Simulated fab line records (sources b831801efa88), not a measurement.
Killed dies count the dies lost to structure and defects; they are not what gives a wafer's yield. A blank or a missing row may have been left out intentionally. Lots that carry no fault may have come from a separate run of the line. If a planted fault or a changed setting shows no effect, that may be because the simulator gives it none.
fab line records | flow sky130
record: lots: 5 wafers: 23
route steps=708 shown FIELD_ISO@4 DNWELL@38 PWDE@47 NWELL@64
start_h: hours from the record's opening day to when the first of the lot's shown wafers began | wait_h: time in hours since the lot's previous step | " unchanged from the row above | L1.1+2: a row that stands for several wafers | - no value present, or no start provided | * or withheld: withheld | < > ~ a bound
route shown NAME@n: names a module that has steps shown in the file, with the first one's number in the route | usual: mean/standard deviation of fault-free wafers | same: alike in all rows | chamber/n: place in a boat | sites: per-site readings | _std_site: how widely they spread, as a standard deviation | _edge_site: mean of outer sites minus mean of inner sites | radius_mm: how far each site lies from the wafer's centre | mask NAME#n: copy n | behind: the most recent tool/chamber to have shaped the wafer | hold: cause of the lot's hold/its duration in hours/its outcome | device: whichever transistor did not switch (one of n, p or np) | end of line: tests run on the same wafers once the route is complete | a step without rows: its recipe alone | killed: at the first sort, the dies lost to defects and structure; wafer yield is something else | map: a wafer's dies, x killed, . not, _ none there
set.NAME: setting as actually run; set.NAME@STEP: the setting as run at that earlier step | model.NAME: the simulator's own value behind a step, which no gauge read
lots whose settings were changed on purpose; a table a step, a row a wafer
== steps ==
step: SKY_FIELD_ISO_CVD_03
recipe: material: Si3N4 precursor: DCS/NH3 target_thk_nm: 165 temp_c: 770 time_s: 2830 pressure_mtorr: 250
columns lot.wafer tool chamber start_h wait_h set.pressure_mtorr model.Si3N4_of_FIELD_ISO_CVD_03.thk_nm
L074.1 - - - 0.1 215.8 157.6
L074.2 " - " " 215.8 158.8
L074.3 " - " " 215.8 158.4
L074.5 " - " " 215.8 159.5
L074.6 " - " " 215.8 157
L077.1 - - - 1.0 250 162.8
L077.2+4 " - " " 250 164.2
L077.3 " - " " 250 164.4
L077.5 " - " " 250 164.3
L079.2 - - - 1.1 263.6 166.7
L079.3 " - " " 263.6 168.8
L079.4 " - " " 263.6 167.3
L079.5 " - " " 263.6 167.7
L079.6 " - " " 263.6 167.2
L080.1 - - - 2.4 250 163.9
L080.2 " - " " 250 163.7
L080.3 " - " " 250 163
L080.4 " - " " 250 163.3
L080.5 " - " " 250 163.6
L082.4 lpcvd-02 0 52.29 0.0 250 165.5
L082.5 " 0 " " 250 164.1
L082.6 " 0 " " 250 166.1
step: SKY_FIELD_ISO_THK_MEAS_04
recipe: reads: Si3N4_of_FIELD_ISO_CVD_03
usual: FIELD_ISO_CVD_03_THK: 165.4/1.7
columns lot.wafer tool chamber start_h wait_h set.pressure_mtorr@FIELD_ISO_CVD_03 FIELD_ISO_CVD_03_THK[nm]
L074.1 film_metro-03 - - - 215.8 157.7
L074.2 " - " " 215.8 158.8
L074.3 " - " " 215.8 158.5
L074.5 " - " " 215.8 159.4
L074.6 " - " " 215.8 156.9
L077.1 film_metro-02 - - - 250 162.7
L077.2 " - " " 250 164.2
L077.3 " - " " 250 164.4
L077.4 " - " " 250 164.3
L077.5 " - " " 250 164.3
L079.2 film_metro-02 - - - 263.6 166.7
L079.3 " - " " 263.6 168.8
L079.4 " - " " 263.6 167.3
L079.5 " - " " 263.6 167.8
L079.6 " - " " 263.6 167.3
L080.1 film_metro-03 - - - 250 163.9
L080.2 " - " " 250 163.7
L080.3 " - " " 250 163.1
L080.4 " - " " 250 163.3
L080.5 " - " " 250 163.6
L082.4 film_metro-02 - 54.11 0.0 250 165.5
L082.5 " - " " 250 164.2
L082.6 " - " " 250 166.1
step: SKY_FIELD_ISO_COAT_08
recipe: resist: KrF-thick spin_rpm: 3000 resist_thk_nm: 450
columns lot.wafer tool chamber start_h wait_h set.resist_thk_nm model.KrF-thick_of_FIELD_ISO_COAT_08.thk_nm
L074.1 litho_track-04 0 - - 469.8 469.2
L074.2 " 0 " " 469.8 470.2
L074.3 " 0 " " 469.8 468.5
L074.5 " 0 " " 450 449.7
L074.6 " 0 " " 450 450.3
L077.1 litho_track-03 0 - - 450 450.1
L077.2 " 0 " " 436.3 435.6
L077.3 " 0 " " 450 448.9
L077.4 " 0 " " 436.3 436.8
L077.5 " 0 " " 436.3 434.2
L079.2 litho_track-04 0 - - 450 449.6
L079.3 " 0 " " 463.3 462.4
L079.4 " 0 " " 463.3 463.4
L079.5 " 0 " " 463.3 462.7
L079.6 " 0 " " 450 449.8
L080.1 litho_track-04 0 - - 425.2 428.1
L080.2 " 0 " " 425.2 428
L080.3 " 0 " " 450 452.4
L080.4 " 0 " " 450 452.6
L080.5 " 0 " " 425.2 427.5
L082.4+5 litho_track-03 0 - - 450 449.9
L082.6 " 0 " " 450 450.1
step: SKY_FIELD_ISO_SOFTBAKE_09
recipe: temp_c: 100.7 time_s: 90 resist: KrF-thick
step: SKY_FIELD_ISO_EXPOSE_10
recipe: mask_id: FOM na: 0.68 source_shape: annular sigma_inner: 0.4 sigma_outer: 0.8 target_cd_nm: 150 dose_mj: 28
step: SKY_FIELD_ISO_ETCH_14
recipe: chemistry: N2/H2 target: BARC ion_energy_ev: 200 source_w: 500 bias_w: 100 pressure_mtorr: 30 n2_flow_sccm: 100 h2_flow_sccm: 200 stop_on: SiO2 time_s: 45.9 target_depth_a: 600
step: SKY_FIELD_ISO_ETCH_15
recipe: chemistry: CHF3/O2 target_depth_nm: 180 stop_on: Si source_w: 600 bias_w: 200 pressure_mtorr: 40 chf3_flow_sccm: 50 O2_flow_sccm: 5 time_s: 72
columns lot.wafer tool chamber start_h wait_h set.resist_thk_nm@FIELD_ISO_COAT_08 model.KrF-thick_of_FIELD_ISO_COAT_08.thk_nm
L074.1 rie_diel-01 2 28.09 0.0 469.8 256.9
L074.2 " 0 " " 469.8 254.8
L074.3 " 1 " " 469.8 253.1
L074.5 " 0 " " 450 233.7
L074.6 " 1 " " 450 235.2
L077.1 rie_diel-04 0 45.49 0.0 450 232.2
L077.2 " 3 " " 436.3 218.9
L077.3 " 1 " " 450 241.1
L077.4 " 2 " " 436.3 220.3
L077.5 " 0 " " 436.3 214.5
L079.2 rie_diel-04 2 55.24 0.0 450 233.5
L079.3 " 0 " " 463.3 245.3
L079.4 " 1 " " 463.3 254.5
L079.5 " 3 " " 463.3 247.1
L079.6 " 0 " " 450 232.6
L080.1 rie_diel-02 0 62.44 0.0 425.2 216.1
L080.2 " 1 " " 425.2 215.2
L080.3 " 2 " " 450 234.7
L080.4 " 0 " " 450 240.6
L080.5 " 2 " " 425.2 210.3
L082.4 rie_diel-02 0 70.64 0.0 450 236.1
L082.5 " 0 " " 450 236.8
L082.6 " 3 " " 450 226.7
step: SKY_FIELD_ISO_WET_ETCH_28
recipe: chemistry: dHF target_depth_nm: 23.7 target: SiO2 dilution: 10:1 temp_c: 25 time_s: 47
columns lot.wafer tool chamber start_h wait_h set.time_s model.SiO2_of_FIELD_ISO_CVD_24.thk_nm
L074.1 - - - 0.2 52.09 432
L074.2 " - " " 52.09 431.7
L074.3 " - " " 52.09 431.6
L074.5 " - " " 52.09 431.8
L074.6 " - " " 52.09 431.9
L077.1 - - - 0.2 42.84 437.3
L077.2 " - " " 42.84 437.2
L077.3 " - " " 42.84 436.3
L077.4 " - " " 42.84 435.9
L077.5 " - " " 42.84 437
L079.2 - - - 0.1 40.58 437.7
L079.3 " - " " 40.58 437.5
L079.4 " - " " 40.58 436.3
L079.5+6 " - " " 40.58 437.2
L080.1 - - - 0.1 53.29 431.2
L080.2 " - " " 53.29 430.7
L080.3 " - " " 53.29 429.5
L080.4 " - " " 53.29 429.8
L080.5 " - " " 53.29 428.6
L082.4 wet_bench-03 2 80.54 0.1 47 435
L082.5 " 2 " " 47 434
L082.6 " 2 " " 47 433.8
step: SKY_FIELD_ISO_WET_ETCH_29
recipe: chemistry: H3PO4 target_depth_nm: 160 target: Si3N4 temp_c: 160 time_s: 1825
step: SKY_FIELD_ISO_WET_ETCH_30
recipe: chemistry: dHF target_depth_nm: 25 target: SiO2 dilution: 10:1 temp_c: 25 time_s: 50
columns lot.wafer tool chamber start_h wait_h set.time_s@FIELD_ISO_WET_ETCH_28 model.SiO2_of_FIELD_ISO_CVD_24.thk_nm
L074.1+6 wet_bench-04 3 35.06 0.0 52.09 402.4
L074.2 " 3 " " 52.09 402.3
L074.3 " 3 " " 52.09 402
L074.5 " 3 " " 52.09 402.2
L077.1+2 wet_bench-04 3 51.93 0.0 42.84 408.1
L077.3 " 3 " " 42.84 407.2
L077.4 " 3 " " 42.84 406.9
L077.5 " 3 " " 42.84 407.9
L079.2+3 wet_bench-04 1 60.50 0.0 40.58 408.1
L079.4 " 1 " " 40.58 406.7
L079.5 " 1 " " 40.58 407.7
L079.6 " 1 " " 40.58 407.8
L080.1 wet_bench-04 1 67.17 0.0 53.29 401.7
L080.2 " 1 " " 53.29 401.2
L080.3 " 1 " " 53.29 400.2
L080.4 " 1 " " 53.29 400.4
L080.5 " 1 " " 53.29 399.1
L082.4 wet_bench-04 3 81.08 0.0 47 405.6
L082.5 " 3 " " 47 404.7
L082.6 " 3 " " 47 404.4
step: SKY_DNWELL_SOFTBAKE_03
recipe: temp_c: 110 time_s: withheld
columns lot.wafer tool chamber start_h wait_h set.temp_c
L074.1+2+5 litho_track-02 0 44.71 0.1 108.8
L074.3+6 " 0 " " 110
L077.1+5 litho_track-02 0 63.56 0.1 110
L077.2+3+4 " 0 " " 107.2
L079.2+4+5 litho_track-01 0 71.91 0.1 107.5
L079.3+6 " 0 " " 110
L080.1+2+3 litho_track-02 0 77.86 0.1 107.2
L080.4+5 " 0 " " 110
L082.4+5+6 litho_track-03 0 91.84 0.1 110
step: SKY_DNWELL_EXPOSE_04
recipe: mask_id: DNM na: 0.57 target_cd_nm: 3000 dose_mj: 222
step: SKY_DNWELL_PEB_05
recipe: temp_c: 115 time_s: withheld
step: SKY_DNWELL_DEVELOP_06
recipe: wall_angle_deg: 90 developer: TMAH develop_time_s: 60 dev_temp_c: 23
columns lot.wafer tool chamber start_h wait_h set.temp_c@DNWELL_SOFTBAKE_03 model.coat_of_DNWELL_COAT_02.thk_nm
L074.1 litho_track-02 0 - - 108.8 3000
L074.2 " 0 " " 108.8 2998
L074.3 " 0 " " 110 2991
L074.5 " 0 " " 108.8 2993
L074.6 " 0 " " 110 2988
L077.1 litho_track-03 0 - - 110 2989
L077.2 " 0 " " 107.2 3009
L077.3 " 0 " " 107.2 3004
L077.4 " 0 " " 107.2 3015
L077.5 " 0 " " 110 2979
L079.2 litho_track-01 0 - - 107.5 3020
L079.3 " 0 " " 110 2994
L079.4 " 0 " " 107.5 3019
L079.5 " 0 " " 107.5 3015
L079.6 " 0 " " 110 2998
L080.1 litho_track-01 0 - - 107.2 3024
L080.2 " 0 " " 107.2 3023
L080.3 " 0 " " 107.2 3019
L080.4 " 0 " " 110 3008
L080.5 " 0 " " 110 2999
L082.4 litho_track-03 0 - - 110 3001
L082.5 " 0 " " 110 3002
L082.6 " 0 " " 110 3003
step: SKY_DNWELL_IMPLANT_07
recipe: species: P energy_kev: withheld dose_cm2: withheld tilt_deg: withheld
step: SKY_DNWELL_STRIP_08
recipe: chemistry: O2/N2 power_w: 1400 pressure_mtorr: 1500 platen_temp_c: withheld o2_flow_sccm: 3000 n2_flow_sccm: 300 overash_fraction: 0.5
usual: strip_time_to_endpoint_s: 36.94/0.079
columns lot.wafer tool chamber start_h wait_h set.temp_c@DNWELL_SOFTBAKE_03 strip_time_to_endpoint_s
L074.1 plasma_asher-02 1 52.71 0.1 108.8 36.96
L074.2 " 0 " " 108.8 36.93
L074.3 " 0 " " 110 36.87
L074.5 " 1 " " 108.8 36.88
L074.6 " 0 " " 110 36.82
L077.1 plasma_asher-03 1 72.19 0.1 110 36.84
L077.2 " 0 " " 107.2 37.08
L077.3 " 0 " " 107.2 37.00
L077.4 " 1 " " 107.2 37.12
L077.5 " 0 " " 110 36.70
L079.2 plasma_asher-04 1 79.88 0.1 107.5 37.19
L079.3 " 0 " " 110 36.89
L079.4 " 1 " " 107.5 37.18
L079.5 " 0 " " 107.5 37.14
L079.6 " 1 " " 110 36.92
L080.1 plasma_asher-03 0 86.28 0.1 107.2 37.25
L080.2 " 1 " " 107.2 37.22
L080.3 " 0 " " 107.2 37.20
L080.4 " 1 " " 110 37.06
L080.5 " 0 " " 110 36.92
L082.4 plasma_asher-03 0 100.58 0.1 110 36.98
L082.5 " 0 " " 110 36.97
L082.6 " 1 " " 110 36.98
step: SKY_PWDE_COAT_02
recipe: spin_rpm: 2000 resist_thk_nm: 3000
columns lot.wafer tool chamber start_h wait_h set.resist_thk_nm model.coat_of_PWDE_COAT_02.thk_nm
L074.1+2 litho_track-04 0 60.68 0.1 3000 2995
L074.3 " 0 " " 3141 3135
L074.5 " 0 " " 3141 3131
L074.6 " 0 " " 3000 3000
L077.1+5 litho_track-02 0 79.86 0.1 3151 3162
L077.2 " 0 " " 3151 3169
L077.3 " 0 " " 3000 3011
L077.4 " 0 " " 3000 3015
L079.2 litho_track-04 0 87.95 0.1 3000 2998
L079.3 " 0 " " 2866 2875
L079.4 " 0 " " 2866 2879
L079.5 " 0 " " 3000 3008
L079.6 " 0 " " 3000 2999
L080.1 litho_track-03 0 94.79 0.1 2943 2950
L080.2 " 0 " " 3000 3008
L080.3 " 0 " " 3000 3018
L080.4 " 0 " " 2943 2952
L080.5 " 0 " " 3000 3012
L082.4 litho_track-04 0 108.80 0.1 3000 2995
L082.5 " 0 " " 3000 2987
L082.6 " 0 " " 3000 3005
step: SKY_PWDE_SOFTBAKE_03
recipe: temp_c: 110 time_s: withheld
step: SKY_PWDE_EXPOSE_04
recipe: mask_id: PWDEM na: 0.6 source_shape: conventional sigma_outer: 0.6 polarization: unpolarized target_cd_nm: 840 dose_mj: 210.8
step: SKY_PWDE_IMPLANT_08
recipe: species: B energy_kev: 150 dose_cm2: 3.6e+12 tilt_deg: withheld
step: SKY_PWDE_STRIP_09
recipe: chemistry: O2/N2 power_w: 1400 pressure_mtorr: 1500 platen_temp_c: withheld o2_flow_sccm: 3000 n2_flow_sccm: 300 overash_fraction: 0.5
usual: strip_time_to_endpoint_s: 36.94/0.098
columns lot.wafer tool chamber start_h wait_h set.resist_thk_nm@PWDE_COAT_02 strip_time_to_endpoint_s
L074.1 plasma_asher-01 1 68.75 0.1 3000 36.84
L074.2 " 0 " " 3000 36.88
L074.3 " 1 " " 3141 38.45
L074.5 " 0 " " 3141 38.41
L074.6 " 1 " " 3000 36.91
L077.1 plasma_asher-02 0 88.81 0.1 3151 38.73
L077.2 " 1 " " 3151 38.80
L077.3 " 1 " " 3000 37.05
L077.4 " 0 " " 3000 37.09
L077.5 " 0 " " 3151 38.76
L079.2 plasma_asher-04 1 96.77 0.1 3000 36.89
L079.3 " 1 " " 2866 35.46
L079.4 " 0 " " 2866 35.53
L079.5 " 0 " " 3000 37.02
L079.6 " 1 " " 3000 36.92
L080.1 plasma_asher-02 1 103.35 0.1 2943 36.36
L080.2 " 0 " " 3000 37.00
L080.3 " 0 " " 3000 37.11
L080.4 " 1 " " 2943 36.37
L080.5 " 1 " " 3000 37.05
L082.4 plasma_asher-01 0 118.11 0.1 3000 36.85
L082.5 " 0 " " 3000 36.76
L082.6 " 1 " " 3000 36.98
step: SKY_NWELL_IMPLANT_11
recipe: species: P energy_kev: 400 dose_cm2: 1.9e+13 tilt_deg: withheld
columns lot.wafer tool chamber start_h wait_h set.dose_cm2
L074.1+3+6 implanter-04 0 84.56 0.0 1.9e+13
L074.2+5 " 0 " " 1.825e+13
L077.1+4 implanter-03 0 105.21 0.0 1.796e+13
L077.2+3+5 " 0 " " 1.9e+13
L079.2+3+4+5+6 implanter-01 0 113.24 0.0 1.9e+13
L080.1+3 implanter-04 0 121.16 0.0 2.038e+13
L080.2+4+5 " 0 " " 1.9e+13
L082.4+5+6 implanter-03 0 136.99 0.1 1.9e+13
step: SKY_NWELL_IMPLANT_12
recipe: species: P energy_kev: 120 dose_cm2: 1.3e+12 tilt_deg: withheld
step: SKY_NWELL_IMPLANT_13
recipe: species: P energy_kev: 50 dose_cm2: 7e+11 tilt_deg: withheld
step: SKY_NWELL_STRIP_14
recipe: chemistry: O2/N2 power_w: 1400 pressure_mtorr: 1500 platen_temp_c: withheld o2_flow_sccm: 3000 n2_flow_sccm: 300 overash_fraction: 0.5
step: SKY_NWELL_TW_MEAS_15
usual: NWELL_TW: 1813/11
columns lot.wafer tool chamber start_h wait_h set.dose_cm2@NWELL_IMPLANT_11 NWELL_TW
L074.1 film_metro-02 - 85.11 0.1 1.9e+13 1821
L074.2 " - " " 1.825e+13 1793
L074.3 " - " " 1.9e+13 1806
L074.5 " - " " 1.825e+13 1784
L074.6 " - " " 1.9e+13 1825
L077.1 film_metro-04 - 105.76 0.1 1.796e+13 1795
L077.2 " - " " 1.9e+13 1814
L077.3 " - " " 1.9e+13 1823
L077.4 " - " " 1.796e+13 1783
L077.5 " - " " 1.9e+13 1821
L079.2 film_metro-01 - 113.78 0.1 1.9e+13 1814
L079.3 " - " " 1.9e+13 1820
L079.4 " - " " 1.9e+13 1822
L079.5 " - " " 1.9e+13 1808
L079.6 " - " " 1.9e+13 1819
L080.1 film_metro-02 - 121.71 0.1 2.038e+13 1856
L080.2 " - " " 1.9e+13 1827
L080.3 " - " " 2.038e+13 1853
L080.4 " - " " 1.9e+13 1815
L080.5 " - " " 1.9e+13 1822
L082.4 film_metro-01 - 137.49 0.1 1.9e+13 1787
L082.5 " - " " 1.9e+13 1788
L082.6 " - " " 1.9e+13 1786
step: SKY_NWELL_CLEAN_27
recipe: chemistry: SC1/SC2 mix: 1:4:20 temp_c: 70 time_s: 150 dry: n2_spin
columns lot.wafer tool chamber start_h wait_h set.time_s
L074.1+2+3+5+6 - - - 0.1 137.3
L077.1+2+3+4+5 - - - 0.1 171.6
L079.2+3+4+5+6 - - - 0.0 132.9
L080.1+2+3+4+5 - - - 0.1 156.5
L082.4+5+6 wet_bench-01 0 157.62 0.0 150
step: SKY_NWELL_RTA_28
recipe: temp_c: 1050 time_s: 30 idle_temp_c: 650 ramp_up_c_per_s: 150 ramp_down_c_per_s: 90 ambient: N2
step: SKY_NWELL_RS_MEAS_29
recipe: thk_meas_gauge: four-point-probe
usual: NWELL_RS: 625.7/1.4
columns lot.wafer tool chamber start_h wait_h set.dose_cm2@NWELL_IMPLANT_11 NWELL_RS[ohm/sq]
L074.1 film_metro-01 - 102.36 0.1 1.9e+13 624.9
L074.2 " - " " 1.825e+13 637.0
L074.3 " - " " 1.9e+13 623.4
L074.5 " - " " 1.825e+13 638.7
L074.6 " - " " 1.9e+13 623.9
L077.1 film_metro-04 - 123.43 0.1 1.796e+13 644.0
L077.2 " - " " 1.9e+13 628.6
L077.3 " - " " 1.9e+13 626.4
L077.4 " - " " 1.796e+13 646.4
L077.5 " - " " 1.9e+13 627.7
L079.2 film_metro-04 - 132.18 0.1 1.9e+13 627.9
L079.3 " - " " 1.9e+13 627.0
L079.4 " - " " 1.9e+13 625.5
L079.5 " - " " 1.9e+13 625.9
L079.6 " - " " 1.9e+13 626.5
L080.1 film_metro-04 - 141.08 0.1 2.038e+13 602.3
L080.2 " - " " 1.9e+13 624.0
L080.3 " - " " 2.038e+13 603.0
L080.4 " - " " 1.9e+13 624.1
L080.5 " - " " 1.9e+13 626.2
L082.4 film_metro-04 - 157.83 0.1 1.9e+13 626.4
L082.5 " - " " 1.9e+13 624.4
L082.6 " - " " 1.9e+13 625.9
== key ==
split: step: SKY_FIELD_ISO_CVD_03 setting: pressure_mtorr stated: 250 by: lot
response: step: SKY_FIELD_ISO_CVD_03 reading: model.Si3N4_of_FIELD_ISO_CVD_03.thk_nm change: +0.467 per: 1% r: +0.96
response: step: SKY_FIELD_ISO_THK_MEAS_04 reading: FIELD_ISO_CVD_03_THK change: +0.467 per: 1% r: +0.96
split: step: SKY_FIELD_ISO_COAT_08 setting: resist_thk_nm stated: 450 by: wafer
response: step: SKY_FIELD_ISO_COAT_08 reading: model.KrF-thick_of_FIELD_ISO_COAT_08.thk_nm change: +4.46 per: 1% r: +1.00
response: step: SKY_FIELD_ISO_ETCH_15 reading: model.KrF-thick_of_FIELD_ISO_COAT_08.thk_nm change: +4.8 per: 1% r: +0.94
split: step: SKY_FIELD_ISO_WET_ETCH_28 setting: time_s stated: 47 by: lot
response: step: SKY_FIELD_ISO_WET_ETCH_28 reading: model.SiO2_of_FIELD_ISO_CVD_24.thk_nm change: -0.259 per: 1% r: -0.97
response: step: SKY_FIELD_ISO_WET_ETCH_30 reading: model.SiO2_of_FIELD_ISO_CVD_24.thk_nm change: -0.266 per: 1% r: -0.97
split: step: SKY_DNWELL_SOFTBAKE_03 setting: temp_c stated: 110 by: wafer
response: step: SKY_DNWELL_DEVELOP_06 reading: model.coat_of_DNWELL_COAT_02.thk_nm change: -8.85 per: 1% r: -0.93
response: step: SKY_DNWELL_STRIP_08 reading: strip_time_to_endpoint_s change: * per: 1% r: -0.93
split: step: SKY_PWDE_COAT_02 setting: resist_thk_nm stated: 3000 by: wafer
response: step: SKY_PWDE_COAT_02 reading: model.coat_of_PWDE_COAT_02.thk_nm change: +29.3 per: 1% r: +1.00
response: step: SKY_PWDE_STRIP_09 reading: strip_time_to_endpoint_s change: * per: 1% r: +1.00
split: step: SKY_NWELL_IMPLANT_11 setting: dose_cm2 stated: 1.9e+13 by: wafer
response: step: SKY_NWELL_TW_MEAS_15 reading: NWELL_TW change: +5.3 per: 1% r: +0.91
response: step: SKY_NWELL_RS_MEAS_29 reading: NWELL_RS change: -3.16 per: 1% r: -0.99
split: step: SKY_NWELL_CLEAN_27 setting: time_s stated: 150 by: lot
response none clear
